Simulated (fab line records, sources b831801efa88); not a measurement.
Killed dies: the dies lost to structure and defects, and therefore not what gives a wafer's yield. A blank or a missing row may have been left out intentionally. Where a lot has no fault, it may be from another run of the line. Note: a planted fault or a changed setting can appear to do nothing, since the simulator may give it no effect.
What tool caused it?	flow sky130	33 wafers from 11 lots sampled at 2 of the route's 708 steps

## WHAT THE GAUGES READ, wafer by wafer
SKY_LOCAL_INTERCONNECT_RS_MEAS_01: measurement is done with a four-point probe.
lot	measured	on	LOCAL_INTERCONNECT_TIN_RS (ohm/sq)
L332	day 29 19:08	film-metro-02	13.69 13.74 13.66
L334	day 30 10:04	film-metro-02	13.69 13.72 13.81
L337	day 31 18:29	film-metro-04	13.55 13.76 13.46
L339	day 32 16:29	film-metro-04	13.76 13.62 13.62
L342	day 33 19:04	film-metro-03	13.64 13.53 13.47
L341	day 33 21:31	film-metro-04	13.77 13.55 13.63
L349	day 35 17:52	film-metro-04	13.46 13.60 13.52
L350	day 35 19:02	film-metro-03	13.62 13.66 13.81
L351	day 35 23:05	film-metro-04	- - -
L352	day 36 08:53	film-metro-03	- - -
L353	day 36 16:30	film-metro-02	13.54 13.51 13.83

## TOOL THAT RAN EACH LOT (tool first, then ch and the chambers of the sampled wafers, then the start)
lot	SKY_LOCAL_INTERCONNECT_SPUTTER_00
L332	pvd-sputter-01, day 29 19:05
L334	pvd-sputter-01, day 30 10:00
L337	pvd-sputter-04, day 31 18:25
L339	pvd-sputter-02, day 32 16:26
L342	pvd-sputter-01, day 33 19:01
L341	pvd-sputter-01, day 33 21:28
L349	pvd-sputter-01, day 35 17:49
L350	pvd-sputter-01, day 35 18:55
L351	pvd-sputter-04, day 35 23:01
L352	pvd-sputter-01, day 36 08:50
L353	pvd-sputter-04, day 36 16:23
- SKY_LOCAL_INTERCONNECT_SPUTTER_00: material TiN, target thk 100 nm, time 83.3 s.

## THE ANSWER, worked out from the rows above alone
Rule: usual is defined by the lots themselves. The widest of any qualifying gaps counts: lots, ordered by their means at a reading, are off when they make up no more than a third of the lots, leave a main group of 4 or more, and stand apart from it by 3 or more times the standard deviation of that group's means. Not used: any main group whose means are identical at the precision the tables above print for the reading. Also off: a lot with no number at a reading for which 4 or more lots have one. The other lots that the step has rows for count as sound.
Off: L351, L352, seen at SKY_LOCAL_INTERCONNECT_RS_MEAS_01 (LOCAL_INTERCONNECT_TIN_RS). Without a number there: L351, L352. The main group: mean 13.64 ohm/sq, standard deviation 0.068.
A tool fits if, at a process step before that reading, it ran every lot that is off, and no sound lot after the first of them. Gauges at SKY_LOCAL_INTERCONNECT_RS_MEAS_01: tried the same way as those tools. Of those tried, none fits.

## WHAT WAS PUT IN BY THE SIMULATOR
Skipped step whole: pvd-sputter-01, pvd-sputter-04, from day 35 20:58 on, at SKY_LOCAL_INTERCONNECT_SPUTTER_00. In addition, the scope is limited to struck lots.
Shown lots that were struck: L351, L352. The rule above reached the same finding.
